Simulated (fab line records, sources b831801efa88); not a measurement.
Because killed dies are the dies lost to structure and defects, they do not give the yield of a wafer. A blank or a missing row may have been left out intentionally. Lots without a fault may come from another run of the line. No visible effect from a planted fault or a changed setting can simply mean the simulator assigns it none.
Comparing a struck lot with a sound one    flow sky130    16 out of 708 route steps
Sound: these wafers, L205.2, L205.3, L205.4. Struck: wafer L220.4 (L220.2, L220.6, from the same lot, were not struck and are left out); the cause is given at the end.
At each step with rows: each side's tool, then ch and its chambers, then its first start. Under that, the readings that differ: sound wafers    struck wafers    difference of the means    sigmas: that difference in standard deviations of wafers without a fault.
alike: words and numbers the same on both sides, and readings whose means are apart by under 2 such deviations; not compared: readings that were withheld, readings missing a value for some wafer, numbers with overlapping values and no deviation given by the record, and bounds like >300 which may hide the same value.
A row with sigmas, a row that says differs or no value, or rows on one side alone: a step with any of these is where the two part. Numbers that don't overlap but have no deviation are shown without sigmas and don't part them. A reading missing from all wafers of one side parts the sides only when that side holds two or more wafers.

first, 3 steps without rows for these wafers: SKY_METAL1_EXPOSE_12 (exposes mask MM1, target cd 140 nm); SKY_METAL1_PEB_13; SKY_METAL1_DEVELOP_14 (develop time 60 s).
SKY_METAL1_CD_MEAS_15: the cd target is 140 nm.
  sound: cd sem-02 at day 32 13:47; struck: cd sem-01 at day 37 23:35
  alike: cd nm
SKY_METAL1_OVL_MEAS_16:
  sound: overlay-02 at day 32 13:53; struck: overlay-01 at day 37 23:42
  alike: METAL1_OVL
SKY_METAL1_DESCUM_17: chemistry O2, time 8 s.
  sound on rie metal-02 ch 0,1, day 32 13:55; struck on rie metal-04 ch 0, day 37 23:44
  alike: drypump motor current A, oes product au
  not compared: rf hours counter h
SKY_METAL1_ETCH_18: etches BARC in N2/H2, stops on SiO2, time 45.9 s, target depth 60 nm.
  sound on rie metal-02 ch 0,1, day 32 13:56; struck on rie metal-04 ch 0, day 37 23:46
  alike: drypump motor current A, oes product au, throttle valve pct
  not compared: rf hours counter h
SKY_METAL1_METAL_ETCH_19: etches the open film in Cl2/BCl3, stops on SiO2, target depth 360 nm, time 78 s.
  sound on rie metal-02 ch 0,1, day 32 14:01; struck on rie metal-04 ch 0, day 37 23:50
  alike: bcl3 flow sccm, drypump motor current A, oes product au, throttle valve pct
  not compared: rf hours counter h
SKY_METAL1_STRIP_20: strips in O2/N2.
  sound on plasma asher-01 ch 0,1, day 32 14:06; struck on plasma asher-03 ch 1, day 37 23:55
  alike: drypump motor current A, o2 flow sccm, oes product au, strip time to endpoint s
  not compared: rf hours counter h
then, 3 steps without rows for these wafers: SKY_METAL1_STRIP_21 (strips in post etch residue remover, time 1200 s); SKY_METAL1_CLEAN_22 (cleans in IPA, time 180 s); SKY_METAL1_CLEAN_23 (cleans in O3/DIW).
SKY_VIA1_HDPCVD_00: deposits SiO2, target thk 1030 nm, time 171.7 s.
  sound on hdpcvd-02 ch 0,2, day 32 14:43; struck on hdpcvd-02 ch 0, day 38 00:31
reading                                   sound              struck  difference  sigmas
sih4 flow sccm (sccm)                     59.96 60.09 59.89  50.84   -9.14       -54
model.SiO2_of_VIA1_HDPCVD_00.thk nm (nm)  1031 1025 1032     875.9   -153.4      
SKY_VIA1_THK_MEAS_01:
  sound: film metro-01 at day 32 14:50; struck: film metro-01 at day 38 00:38
reading               sound           struck  difference  sigmas
VIA1_HDPCVD_THK (nm)  1030 1024 1032  876     -153        -14
SKY_VIA1_CMP_02: polishes SiO2.
  sound on cmp-01 ch 0,1,2, day 32 14:56; struck on cmp-02 ch 1, day 38 00:47
  alike: edge zone pressure frac, motor current A
-- the record jumps here: 12 days lie between the struck wafers' starts before and after (it left off in module VIA1 and takes up again in module PAD_OPEN, whose first step shown is number 708 of the route) --
SKY_PAD_OPEN_PROBE_99:
  the record has rows for the struck wafers here (prober-02, day 49 14:44) and none for the sound ones

WHERE THEY PART
Last at SKY_PAD_OPEN_PROBE_99 as far as this record goes, first at SKY_VIA1_HDPCVD_00.

WHY: the cause the simulator had injected
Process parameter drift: hdpcvd-02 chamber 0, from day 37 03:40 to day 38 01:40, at SKY_VIA1_HDPCVD_00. A move of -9 in setting sih4 flow sccm, from 60. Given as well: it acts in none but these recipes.
